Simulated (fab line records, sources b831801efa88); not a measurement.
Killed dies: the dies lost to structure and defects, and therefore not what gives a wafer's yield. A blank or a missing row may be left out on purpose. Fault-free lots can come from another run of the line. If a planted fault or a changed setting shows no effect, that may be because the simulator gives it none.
Struck lot and sound lot, side by side ; flow gf180mcu ; 19 out of 602 route steps
Sound: wafers L209.1, L209.2, L209.4. Struck: wafers L220.1, L220.2. (L220.6 of the same lot was not struck and is left out.) The cause comes at the end.
For every step that has rows: the tool of each side, followed by ch and its chambers, followed by its first start. Under that, the readings that differ: sound wafers ; struck wafers ; difference of the means ; sigmas: that difference in standard deviations of wafers without a fault.
alike: words and numbers the same on both sides, and readings whose means are apart by under 2 such deviations; not compared: readings that were withheld, readings missing a value for some wafer, numbers with overlapping values and no deviation given by the record, and bounds like >300 which may hide the same value.
Wherever a step has rows on one side only, a row that says differs or no value, or a row with sigmas, the two part there. Numbers that don't overlap but have no deviation are shown without sigmas and don't part them. A reading missing from all wafers of one side parts the sides only when that side holds two or more wafers.

GF_M5_STRIP_11: strips in O2/N2.
  sound on plasma-asher-02 ch 0,1, day 27 03:14; struck on plasma-asher-04 ch 0,1, day 30 10:40
  alike: drypump-motor-current-A, heater-power-w, oes-product-au, strip-time-to-endpoint-s
  not compared: rf-hours-counter-h
then, 3 steps without rows for these wafers: GF_M5_STRIP_12 (strips in post etch residue remover, time 1200 s); GF_M5_CLEAN_13 (cleans in DIW); GF_V5_CVD_00 (deposits SiO2, target thk 300 nm, time 50 s).
GF_V5_THK_MEAS_01:
  sound: film-metro-01 at day 27 03:50; struck: film-metro-02 at day 30 11:15
  alike: V5_CVD_00_THK
GF_V5_CVD_02: deposits SiO2 from TEOS, target thk 1450 nm, time 163.28 s.
  sound on pecvd-02 ch 0,1,2, day 27 03:54; struck on pecvd-01 ch 0,1, day 30 11:19
  alike: heater-power-w, rf-fwd-power-W
GF_V5_THK_MEAS_03:
  sound: film-metro-02 at day 27 04:01; struck: film-metro-03 at day 30 11:25
  alike: V5_CVD_02_THK
GF_V5_CMP_04: polishes SiO2.
  sound on cmp-02 ch 0,2,3, day 27 04:04; struck on cmp-01 ch 0,3, day 30 11:41
  alike: motor-current-A, slurry-filter-dp-kPa
GF_V5_BOW_MEAS_05:
  sound: film-metro-02 at day 27 04:22; struck: film-metro-03 at day 30 11:56
reading;sound;struck;difference;sigmas
V5_BOW (um);149 149 150;125 127;-23;-2
then, 3 steps without rows for these wafers: GF_V5_DEHYDRATE_06 (time 60 s); GF_V5_HMDS_07 (prime time 60 s); GF_V5_COAT_08.
GF_V5_COAT_09: resist thk 1000 nm.
  sound on litho-track-03 ch 0, day 27 14:00; struck on litho-track-01 ch 0, day 30 20:00
reading;sound;struck;difference;sigmas
model.KrF_of_V5_COAT_09.thk-nm (nm);1001 1002 1000;1017 1017;+16;
then, 3 steps without rows for these wafers: GF_V5_SOFTBAKE_10 (time 60 s); GF_V5_EXPOSE_11 (exposes mask Via5, target cd 260 nm); GF_V5_PEB_12 (peb time 90 s).
GF_V5_DEVELOP_13: develop time 60 s.
  sound on litho-track-01 ch 0, day 28 00:20; struck on litho-track-04 ch 0, day 31 05:25
reading;sound;struck;difference;sigmas
model.KrF_of_V5_COAT_09.thk-nm (nm);986.3 987.4 985.2;1002 1002;+16;
  alike: developer-temp-C
GF_V5_CD_MEAS_14: the cd target is 260 nm.
  sound: cd-sem-02 at day 28 00:29; struck: cd-sem-01 at day 31 05:34
reading;sound;struck;difference;sigmas
cd-nm (nm);261.7 261.6 260.5;258.3 257.1;-3.6;-3
then, 1 step without rows for these wafers: GF_PASSIVATION_PROBE_99.

## WHERE THEY PART
First at GF_V5_BOW_MEAS_05; last, within this record, at GF_V5_CD_MEAS_14.

WHY: what the simulator had put in
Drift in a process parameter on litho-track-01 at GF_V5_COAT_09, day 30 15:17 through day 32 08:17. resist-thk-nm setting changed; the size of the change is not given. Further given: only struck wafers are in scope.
